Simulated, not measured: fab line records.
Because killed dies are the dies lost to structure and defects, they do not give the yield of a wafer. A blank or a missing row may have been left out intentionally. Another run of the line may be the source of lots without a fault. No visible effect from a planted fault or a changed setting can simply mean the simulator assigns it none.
Which tool did it? | flow sky130 | 72 wafers from 24 lots sampled at 5 of the route's 708 steps

WHAT THE GAUGES READ, wafer by wafer
SKY_VIA2_THK_MEAS_23: measures by xrf.
lot  | measured     | on           | VIA2_W_THK (nm)
L074 | day 36 03:24 | filmMetro-02 | 422 423 423
L075 | day 36 06:42 | filmMetro-04 | 426 417 423
L076 | day 37 01:50 | filmMetro-04 | 423 426 431
L077 | day 37 04:15 | filmMetro-04 | 416 427 413
L078 | day 37 19:01 | filmMetro-04 | 418 420 421
L079 | day 38 09:09 | filmMetro-02 | 414 411 416
L080 | day 38 09:45 | filmMetro-03 | 425 430 426
L081 | day 38 12:00 | filmMetro-02 | 420 419 418
L082 | day 38 16:19 | filmMetro-02 | 412 415 407
L083 | day 39 04:16 | filmMetro-03 | 421 427 427
L084 | day 39 05:24 | filmMetro-04 | 417 424 422
L085 | day 39 14:12 | filmMetro-04 | 423 415 425
L086 | day 39 23:59 | filmMetro-04 | 419 416 420
L087 | day 40 07:13 | filmMetro-03 | 428 423 428
L088 | day 40 10:48 | filmMetro-02 | 414 418 421
L089 | day 40 20:10 | filmMetro-03 | 417 426 428
L090 | day 41 04:39 | filmMetro-03 | 421 421 415
L091 | day 41 14:55 | filmMetro-03 | 419 417 414
L092 | day 42 07:46 | filmMetro-03 | 426 430 423
L093 | day 42 09:15 | filmMetro-04 | 418 417 424
L095 | day 42 10:34 | filmMetro-03 | 421 418 417
L094 | day 42 13:14 | filmMetro-03 | 415 420 425
L096 | day 42 17:40 | filmMetro-03 | 424 434 430
L097 | day 43 01:16 | filmMetro-02 | 410 412 411

SKY_METAL5_THK_MEAS_06: measures by xrf.
lot  | measured     | on           | METAL5_ALCU_THK (nm)
L074 | day 42 17:52 | filmMetro-01 | 1140 1129 1132
L075 | day 42 19:40 | filmMetro-01 | 1144 1142 1126
L076 | day 43 12:00 | filmMetro-04 | 1151 1145 1144
L077 | day 43 14:58 | filmMetro-03 | 1135 1152 1153
L078 | day 44 02:07 | filmMetro-03 | 1139 1152 1143
L079 | day 44 16:41 | filmMetro-04 | 1163 1160 1157
L080 | day 44 17:29 | filmMetro-01 | 1146 1143 1144
L081 | day 44 20:46 | filmMetro-04 | 1125 1148 1140
L082 | day 44 23:07 | filmMetro-03 | 1144 1135 1123
L083 | day 45 08:04 | filmMetro-03 | 1170 1159 1159
L084 | day 45 10:33 | filmMetro-03 | 1161 1158 1169
L085 | day 45 18:22 | filmMetro-04 | 1137 1157 1148
L086 | day 45 23:25 | filmMetro-03 | 1155 1155 1163
L087 | day 46 07:28 | filmMetro-03 | 1138 1157 1157
L088 | day 46 12:04 | filmMetro-03 | 1162 1152 1154
L089 | day 46 20:08 | filmMetro-03 | 1154 1154 1161
L090 | day 47 02:34 | filmMetro-03 | 1152 1176 1145
L091 | day 47 11:25 | filmMetro-01 | 1156 1150 1143
L092 | day 48 02:45 | filmMetro-01 | 1156 1156 1141
L093 | day 48 02:28 | filmMetro-03 | 1166 1158 1177
L095 | day 48 03:06 | filmMetro-01 | 1141 1114 1125
L094 | day 48 03:21 | filmMetro-04 | 1140 1135 1149
L096 | day 48 10:15 | filmMetro-03 | 1178 1172 1147
L097 | day 48 14:46 | filmMetro-04 | 1163 1158 1158

WHAT TOOL EACH LOT RAN ON (gives the tool, then ch and the chambers of the sampled wafers, and finally the start)
lot  | SKY_VIA3_ETCH_14                  | SKY_VIA4_SPUTTER_17         | SKY_VIA4_CMP_21
L074 | rieDiel-02 ch 0,1,3, day 39 11:23 | pvdSputter-01, day 42 16:53 | cmp-01 ch 1,2,3, day 42 17:16
L075 | rieDiel-01 ch 0,2,3, day 39 14:34 | pvdSputter-01, day 42 18:41 | cmp-02 ch 0,1,3, day 42 19:04
L076 | rieDiel-03 ch 0,1, day 40 07:46   | pvdSputter-02, day 43 11:00 | cmp-02 ch 1,2,3, day 43 11:29
L077 | rieDiel-03 ch 0,3, day 40 10:22   | pvdSputter-03, day 43 13:55 | cmp-01 ch 0,3, day 43 14:26
L078 | rieDiel-03 ch 0,2,3, day 41 00:31 | pvdSputter-02, day 44 01:08 | cmp-02 ch 0,2,3, day 44 01:32
L079 | rieDiel-01 ch 0,1,2, day 41 14:16 | pvdSputter-01, day 44 15:31 | cmp-02 ch 0,2, day 44 16:06
L080 | rieDiel-03 ch 1,2,3, day 41 14:40 | pvdSputter-03, day 44 16:31 | cmp-02 ch 1,2, day 44 16:56
L081 | rieDiel-03 ch 0,1,3, day 41 17:29 | pvdSputter-02, day 44 19:47 | cmp-02 ch 0,2,3, day 44 20:14
L082 | rieDiel-03 ch 0,1,3, day 41 20:22 | pvdSputter-03, day 44 22:08 | cmp-02 ch 2,3, day 44 22:31
L083 | rieDiel-01 ch 1,2, day 42 06:58   | pvdSputter-03, day 45 07:05 | cmp-02 ch 0,2,3, day 45 07:29
L084 | rieDiel-03 ch 0,2,3, day 42 09:04 | pvdSputter-03, day 45 09:34 | cmp-01 ch 1,2,3, day 45 10:01
L085 | rieDiel-03 ch 1,2,3, day 42 18:08 | pvdSputter-03, day 45 17:22 | cmp-01 ch 2,3, day 45 17:45
L086 | rieDiel-03 ch 0,2,3, day 43 01:34 | pvdSputter-03, day 45 22:26 | cmp-02 ch 1,2, day 45 22:50
L087 | rieDiel-01 ch 1,3, day 43 08:58   | pvdSputter-01, day 46 06:29 | cmp-02 ch 0,2,3, day 46 06:56
L088 | rieDiel-01 ch 0,1,2, day 43 13:01 | pvdSputter-03, day 46 11:05 | cmp-01 ch 0,3, day 46 11:28
L089 | rieDiel-01 ch 0,1,2, day 43 21:26 | pvdSputter-03, day 46 19:08 | cmp-01 ch 0,1,3, day 46 19:38
L090 | rieDiel-02 ch 0,2,3, day 44 06:37 | pvdSputter-03, day 47 01:35 | cmp-02 ch 0,1, day 47 01:59
L091 | rieDiel-02 ch 1,3, day 44 15:38   | pvdSputter-02, day 47 10:25 | cmp-01 ch 1,2, day 47 10:49
L092 | rieDiel-02 ch 1,2,3, day 45 06:19 | pvdSputter-02, day 48 01:46 | cmp-02 ch 1,3, day 48 02:09
L093 | rieDiel-03 ch 0,2,3, day 45 06:52 | pvdSputter-01, day 48 01:29 | cmp-01 ch 0,1,3, day 48 01:56
L095 | rieDiel-03 ch 1,2,3, day 45 09:34 | pvdSputter-03, day 48 02:04 | cmp-01 ch 0,2,3, day 48 02:31
L094 | rieDiel-03 ch 1,3, day 45 11:11   | pvdSputter-02, day 48 02:22 | cmp-02 ch 1,3, day 48 02:45
L096 | rieDiel-02 ch 0,1,2, day 45 15:43 | pvdSputter-01, day 48 09:16 | cmp-01 ch 0,1, day 48 09:43
L097 | rieDiel-02 ch 1,2,3, day 45 21:35 | pvdSputter-01, day 48 13:47 | cmp-02 ch 0,1,2, day 48 14:14
- SKY_VIA3_ETCH_14: etches BARC in N2/H2, stops on SiO2, time 45.9 s, target depth 60 nm.
- SKY_VIA4_SPUTTER_17: material TiN, target thk 20 nm, time 80 s.
- SKY_VIA4_CMP_21: polishes, stops on SiO2, t overpolish 25 s, target thk 0 nm.

AS READ BY THE TOOLS THEMSELVES (means over the sampled wafers that have a number; for cases with no such wafer, the mark the record gives instead)
SKY_VIA3_ETCH_14.
lot  | tool       | biasW (W) | drypumpMotorCurrentA (A) | oesProductAu (a.u.) | throttleValvePct (%)
L074 | rieDiel-02 | 99.96     | 6.00                     | 0.853               | 13.229
L075 | rieDiel-01 | 100.29    | 5.82                     | 0.855               | 13.225
L076 | rieDiel-03 | 100.11    | 5.97                     | 0.853               | 13.220
L077 | rieDiel-03 | 100.17    | 5.90                     | 0.856               | 13.226
L078 | rieDiel-03 | 100.15    | 6.07                     | 0.856               | 13.227
L079 | rieDiel-01 | 100.22    | 5.79                     | 0.855               | 13.219
L080 | rieDiel-03 | 100.03    | 6.19                     | 0.855               | 13.223
L081 | rieDiel-03 | 100.29    | 6.00                     | 0.848               | 13.229
L082 | rieDiel-03 | 99.88     | 6.03                     | 0.853               | 13.221
L083 | rieDiel-01 | 100.06    | 5.79                     | 0.856               | 13.224
L084 | rieDiel-03 | 100.07    | 6.08                     | 0.854               | 13.221
L085 | rieDiel-03 | 99.92     | 6.20                     | 0.851               | 13.216
L086 | rieDiel-03 | 100.35    | 6.10                     | 0.855               | 13.224
L087 | rieDiel-01 | 100.12    | 6.17                     | 0.853               | 13.219
L088 | rieDiel-01 | 100.07    | 5.77                     | 0.854               | 13.225
L089 | rieDiel-01 | 100.14    | 5.79                     | 0.858               | 13.223
L090 | rieDiel-02 | 100.00    | 6.01                     | 0.854               | 13.239
L091 | rieDiel-02 | 100.34    | 6.03                     | 0.857               | 13.230
L092 | rieDiel-02 | 99.68     | 6.03                     | 0.854               | 13.216
L093 | rieDiel-03 | 99.83     | 6.07                     | 0.855               | 13.223
L095 | rieDiel-03 | 100.08    | 6.19                     | 0.857               | 13.224
L094 | rieDiel-03 | 100.22    | 6.13                     | 0.850               | 13.229
L096 | rieDiel-02 | 99.98     | 5.78                     | 0.857               | 13.218
L097 | rieDiel-02 | 100.07    | 6.04                     | 0.857               | 13.230

SKY_VIA4_SPUTTER_17.
lot  | tool          | throttleValvePct (%)
L074 | pvdSputter-01 | 29.6
L075 | pvdSputter-01 | 29.6
L076 | pvdSputter-02 | 29.4
L077 | pvdSputter-03 | 29.0
L078 | pvdSputter-02 | 29.4
L079 | pvdSputter-01 | 29.5
L080 | pvdSputter-03 | 30.0
L081 | pvdSputter-02 | 29.2
L082 | pvdSputter-03 | 31.2
L083 | pvdSputter-03 | 30.2
L084 | pvdSputter-03 | 29.2
L085 | pvdSputter-03 | 30.3
L086 | pvdSputter-03 | 31.1
L087 | pvdSputter-01 | 29.6
L088 | pvdSputter-03 | 30.3
L089 | pvdSputter-03 | 29.6
L090 | pvdSputter-03 | 30.1
L091 | pvdSputter-02 | 28.6
L092 | pvdSputter-02 | 29.1
L093 | pvdSputter-01 | 29.6
L095 | pvdSputter-03 | 30.3
L094 | pvdSputter-02 | 29.0
L096 | pvdSputter-01 | 29.7
L097 | pvdSputter-01 | 29.7

SKY_VIA4_CMP_21.
lot  | tool   | headPressurePsi (psi) | motorCurrentA (A) | overpolishRunS (s) | slurryFilterDpKPa (kPa) | timeToEndpointS (s)
L074 | cmp-01 | 3.499                 | 11.9              | 25.010             | 13.54                   | 124
L075 | cmp-02 | 3.496                 | 11.7              | 24.996             | 13.49                   | 117
L076 | cmp-02 | 3.504                 | 11.8              | 25.002             | 13.45                   | 117
L077 | cmp-01 | 3.501                 | 12.5              | 24.996             | 13.64                   | 119
L078 | cmp-02 | 3.504                 | 11.8              | 24.998             | 13.50                   | 120
L079 | cmp-02 | 3.500                 | 11.4              | 24.995             | 13.58                   | 125
L080 | cmp-02 | 3.500                 | 11.4              | 25.004             | 13.54                   | 128
L081 | cmp-02 | 3.491                 | 11.5              | 24.997             | 13.46                   | 122
L082 | cmp-02 | 3.491                 | 11.9              | 25.011             | 13.35                   | 117
L083 | cmp-02 | 3.501                 | 11.7              | 24.999             | 13.51                   | 119
L084 | cmp-01 | 3.503                 | 11.7              | 25.010             | 13.61                   | 126
L085 | cmp-01 | 3.513                 | 11.3              | 24.997             | 13.44                   | 119
L086 | cmp-02 | 3.500                 | 10.7              | 24.994             | 13.54                   | 120
L087 | cmp-02 | 3.497                 | 11.8              | 24.998             | 13.66                   | 121
L088 | cmp-01 | 3.501                 | 12.4              | 24.996             | 13.48                   | 115
L089 | cmp-01 | 3.504                 | 12.3              | 24.997             | 13.35                   | 121
L090 | cmp-02 | 3.497                 | 10.6              | 25.009             | 13.55                   | 126
L091 | cmp-01 | 3.505                 | 12.0              | 25.003             | 13.60                   | 121
L092 | cmp-02 | 3.505                 | 11.4              | 25.003             | 13.42                   | 121
L093 | cmp-01 | 3.499                 | 12.4              | 24.999             | 13.55                   | 119
L095 | cmp-01 | 3.497                 | 12.0              | 25.004             | 13.45                   | 127
L094 | cmp-02 | 3.494                 | 12.0              | 24.997             | 13.47                   | 116
L096 | cmp-01 | 3.500                 | 12.7              | 25.002             | 13.40                   | 118
L097 | cmp-02 | 3.505                 | 11.1              | 24.999             | 13.51                   | 123

THE ANSWER, worked out from the rows above alone
Rule: usual is defined by the lots themselves. Put in order of their means at a reading, lots are off if they are a third of the lots or fewer, leave a main group of 4 or more, and stand apart from it by a gap of 3 or more times the standard deviation of the main group's means; of several such gaps the widest counts. A main group whose means are all the same, to the digits that the tables above print for the reading, isn't used. A lot without any number at a reading at which 4 lots or more have one is off too. The other lots that the step has rows for count as sound. After the gauges, taken in route order, come the tools' own readings; for these a lot's mean is taken, as printed above. At the first step where some lot is off, the reading lying furthest off is the one used; lots without a number count as furthest.
None of the lots is off at any reading shown; this tells nothing.

WHAT THE SIMULATOR PUT IN
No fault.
